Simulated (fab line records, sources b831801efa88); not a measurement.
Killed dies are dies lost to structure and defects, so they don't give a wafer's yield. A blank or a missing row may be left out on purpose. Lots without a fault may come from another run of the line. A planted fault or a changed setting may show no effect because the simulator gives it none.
Which tool did it? | flow gf180mcu | 11 lots, 33 wafers sampled, at 2 steps of a route of 602

WHAT THE GAUGES READ, wafer by wafer
GF_CONTACT_RS_MEAS_25: measures by four-point-probe.
lot  | measured     | on            | CONTACT_W_RS (ohm/sq)
L716 | day 17 12:52 | film_metro-04 | 0.390 0.385 0.389
L718 | day 17 17:47 | film_metro-02 | 0.385 0.382 0.380
L717 | day 17 21:52 | film_metro-02 | 0.381 0.382 0.383
L723 | day 19 23:14 | film_metro-03 | 0.386 0.383 0.387
L724 | day 20 10:46 | film_metro-02 | 0.388 0.386 0.386
L725 | day 20 16:04 | film_metro-04 | 0.554 0.390 0.386 0.553 0.390 0.386
L726 | day 20 23:16 | film_metro-02 | 0.385 0.394 0.389
L727 | day 21 05:49 | film_metro-03 | 0.548 0.387 0.389 0.548 0.387 0.389
L728 | day 21 20:24 | film_metro-02 | 0.390 0.398 0.392
L735 | day 23 23:01 | film_metro-02 | 0.387 0.381 0.382
L736 | day 24 06:52 | film_metro-03 | 0.390 0.396 0.392

WHICH TOOL RAN EACH LOT (tool, then ch and the chambers of the sampled wafers, then the start)
lot  | GF_CONTACT_CVD_24
L716 | cvd_w-02 ch 0,1, day 17 12:46
L718 | cvd_w-02 ch 0,1, day 17 17:40
L717 | cvd_w-01 ch 0,1, day 17 21:46
L723 | cvd_w-01 ch 0,1, day 19 23:07
L724 | cvd_w-01 ch 0,1, day 20 10:40
L725 | cvd_w-01 ch 0,1, day 20 15:57
L726 | cvd_w-02 ch 0,1, day 20 23:10
L727 | cvd_w-01 ch 0,1, day 21 05:43
L728 | cvd_w-02 ch 0,1, day 21 20:18
L735 | cvd_w-02 ch 0,1, day 23 22:54
L736 | cvd_w-01 ch 0,1, day 24 06:46
- GF_CONTACT_CVD_24: deposits W, target thk 300 nm, time 90.339 s.

THE ANSWER, worked out from the rows above alone
Rule: what is usual is taken from the lots themselves. Put in order of their means at a reading, lots are off if they are a third of the lots or fewer, leave a main group of 4 or more, and stand apart from it by a gap of 3 or more times the standard deviation of the main group's means; of several such gaps the widest counts. A main group whose means are all the same, to the digits that the tables above print for the reading, isn't used. A lot without any number at a reading at which 4 lots or more have one is off too. The other lots that the step has rows for count as sound.
Off: L725, L727, at GF_CONTACT_RS_MEAS_25 (CONTACT_W_RS). The main group: mean 0.387 ohm/sq, standard deviation 0.004.
A tool fits if, at a process step before that reading, it ran every lot that is off, and no sound lot after the first of them. The gauges at GF_CONTACT_RS_MEAS_25 are tried like those tools. None of those tried fits.

WHAT THE SIMULATOR HAD PUT IN
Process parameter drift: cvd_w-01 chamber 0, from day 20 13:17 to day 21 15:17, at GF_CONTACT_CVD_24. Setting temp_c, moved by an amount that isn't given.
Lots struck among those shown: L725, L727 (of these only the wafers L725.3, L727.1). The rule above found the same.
